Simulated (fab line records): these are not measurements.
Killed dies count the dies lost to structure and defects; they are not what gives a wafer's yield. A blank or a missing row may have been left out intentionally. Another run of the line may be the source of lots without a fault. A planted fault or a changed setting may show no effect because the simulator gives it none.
Which tool did it? | flow sky130 | 6 lots with 18 wafers sampled at 2 steps, on a route of 708 steps

WHAT THE GAUGES SHOWED, per wafer
SKY_FIELD_ISO_CD_MEAS_13 targets a cd of 150 nm.
lot  | measured    | on        | cd-nm (nm)
L316 | day 3 02:03 | cd-sem-01 | 151.2 152.3 151.3
L322 | day 4 08:26 | cd-sem-02 | 152.2 150.2 150.7
L326 | day 5 04:41 | cd-sem-02 | 150.6 150.7 150.3
L328 | day 5 15:17 | cd-sem-01 | 152.1 151.7 153.9
L330 | day 6 02:20 | cd-sem-01 | 152.3 152.2 152.1
L333 | day 6 20:32 | cd-sem-02 | 145.2 147.6 146.3

WHICH TOOL RAN EACH LOT (tool, then ch and the chambers of the sampled wafers, then the start)
lot  | SKY_FIELD_ISO_COAT_08
L316 | litho-track-01 ch 0, day 2 18:00
L322 | litho-track-01 ch 0, day 3 23:00
L326 | litho-track-03 ch 0, day 4 19:00
L328 | litho-track-04 ch 0, day 5 06:00
L330 | litho-track-01 ch 0, day 5 16:00
L333 | litho-track-03 ch 0, day 6 10:00
- SKY_FIELD_ISO_COAT_08: resist thk 450 nm.

THE ANSWER, worked out from the rows above alone
Rule: the lots themselves supply what counts as usual. The widest of any qualifying gaps counts: lots, ordered by their means at a reading, are off when they make up no more than a third of the lots, leave a main group of 4 or more, and stand apart from it by 3 or more times the standard deviation of that group's means. Not used: any main group whose means are identical at the precision the tables above print for the reading. Also off: a lot with no number at a reading for which 4 or more lots have one. The other lots that the step has rows for count as sound.
Off: L333 (SKY_FIELD_ISO_CD_MEAS_13, cd-nm). The main group: mean 151.6 nm, standard deviation 0.74.
A tool fits if, at a process step before that reading, it ran every lot that is off, and no sound lot after the first of them. Gauges at SKY_FIELD_ISO_CD_MEAS_13: tried the same way as those tools. Undecided on this evidence; 2 tools fit (litho-track-03 at SKY_FIELD_ISO_COAT_08, cd-sem-02 at SKY_FIELD_ISO_CD_MEAS_13).

WHAT WAS PUT IN BY THE SIMULATOR
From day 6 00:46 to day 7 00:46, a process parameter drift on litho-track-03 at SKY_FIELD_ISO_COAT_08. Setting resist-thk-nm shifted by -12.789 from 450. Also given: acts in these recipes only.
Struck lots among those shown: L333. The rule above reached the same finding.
